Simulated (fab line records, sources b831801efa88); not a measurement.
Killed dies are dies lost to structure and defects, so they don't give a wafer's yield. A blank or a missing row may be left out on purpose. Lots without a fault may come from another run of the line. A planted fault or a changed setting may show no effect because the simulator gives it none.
A struck lot beside a sound one | flow gf180mcu | 17 steps out of a route of 602
Sound: wafers L233.1, L233.2, L233.5. Struck: wafer L238.3. (L238.4 of the same lot was not struck and is left out.) The cause comes at the end.
At each step with rows: each side's tool, then ch and its chambers, then its first start. Under that, the readings that differ: sound wafers | struck wafers | difference of the means | sigmas: that difference in standard deviations of wafers without a fault.
alike: readings whose means differ by less than 2 such deviations, and words and numbers that are the same on both sides. not compared: withheld readings, readings that some wafer has no value for, bounds like >300 that may hide the same value, and numbers for which the record gives no deviation and whose values overlap.
The two part at a step that has a row with sigmas, a row that says differs or no value, or rows on one side only. Numbers that don't overlap but have no deviation are shown without sigmas and don't part them. A reading that every wafer of one side lacks parts them only if that side has two wafers or more.

first, 4 steps without rows for these wafers: GF_SAB_SOFTBAKE_05 (time 60 s); GF_SAB_EXPOSE_06 (exposes mask SAB, target cd 420 nm); GF_SAB_PEB_07; GF_SAB_DEVELOP_08 (develop time 60 s).
GF_SAB_CD_MEAS_09: target cd 420 nm.
  sound on cd_sem-01, day 16 00:20; struck on cd_sem-02, day 17 18:38
  reading    | sound             | struck | difference | sigmas
  cd_nm (nm) | 419.0 419.7 418.2 | 423.0  | +4.0       | +3
GF_SAB_OVL_MEAS_10:
  sound on overlay-02, day 16 00:28; struck on overlay-01, day 17 18:43
  reading      | sound        | struck | difference | sigmas
  SAB_OVL (nm) | 0.9 -1.0 0.6 | -3.2   | -3.4       | -3
GF_SAB_ETCH_11: etches SiO2 in C4F8/O2/Ar, target depth 55 nm, time 8.5 s.
  sound on rie_diel-04 ch 0,1, day 16 00:30; struck on rie_diel-04 ch 3, day 17 18:44
  alike: bias_w, oes_product_au
  not compared: rf_hours_counter_h
then, 1 step without rows for these wafers: GF_SAB_WET_ETCH_12 (etches SiO2 in dHF, target depth 22 nm, time 440 s).
GF_SAB_STRIP_13: strips in O2/N2.
  sound on plasma_asher-01 ch 0,1, day 16 00:40; struck on plasma_asher-01 ch 0, day 17 18:56
  alike: drypump_motor_current_A, heater_power_w, oes_product_au, strip_time_to_endpoint_s
  not compared: rf_hours_counter_h
then, 2 steps without rows for these wafers: GF_SALICIDE_CLEAN_00 (cleans in SC1/SC2, time 150 s); GF_SALICIDE_WET_ETCH_01 (etches SiO2 in dHF, target depth 5 nm, time 100 s).
GF_SALICIDE_SPUTTER_02: material Co, target thk 10 nm, time 20 s.
  sound on pvd_sputter-04, day 16 00:50; struck on pvd_sputter-03, day 17 19:05
  reading                | sound          | struck | difference | sigmas
  throttle_valve_pct (%) | 32.1 31.2 30.6 | 28.8   | -2.5       | -2
GF_SALICIDE_SPUTTER_03: material TiN, target thk 20 nm, time 16.7 s.
  sound on pvd_sputter-04, day 16 00:52; struck on pvd_sputter-03, day 17 19:07
  reading                                      | sound             | struck | difference | sigmas
  throttle_valve_pct (%)                       | 32.3 31.0 30.4    | 28.4   | -2.8       | -2
  model.TiN_of_SALICIDE_SPUTTER_03.thk_nm (nm) | 20.38 20.16 19.99 | 22.45  | +2.27      |
GF_SALICIDE_RS_MEAS_04: measures by four-point-probe.
  sound on film_metro-04, day 16 00:54; struck on film_metro-02, day 17 19:11
  alike: SALICIDE_TIN_RS
GF_SALICIDE_THK_MEAS_05: measures by xrf.
  sound on film_metro-04, day 16 01:01; struck on film_metro-02, day 17 19:31
  reading               | sound          | struck | difference | sigmas
  SALICIDE_TIN_THK (nm) | 20.5 20.2 20.1 | 22.3   | +2.0       | +6
  not compared: hold
GF_SALICIDE_RTA_06: time 30 s.
  sound on rtp_anneal-01 ch 0, day 16 01:05; struck on rtp_anneal-02 ch 0, day 17 22:44
  reading            | sound          | struck                   | difference                   | sigmas
  hold               | - - -          | await_dispo/3.2h/release | no value on the sound wafers |
  lamp_power_pct (%) | 6.47 6.46 6.47 | 6.27                     | -0.20                        | -2
  alike: anneal_temp_c_max, wafer_temp_C_max
then, 1 step without rows for these wafers: GF_PASSIVATION_PROBE_99.

WHERE THEY PART
First at GF_SAB_CD_MEAS_09; last, within this record, at GF_SALICIDE_RTA_06.

WHY: what the simulator had put in
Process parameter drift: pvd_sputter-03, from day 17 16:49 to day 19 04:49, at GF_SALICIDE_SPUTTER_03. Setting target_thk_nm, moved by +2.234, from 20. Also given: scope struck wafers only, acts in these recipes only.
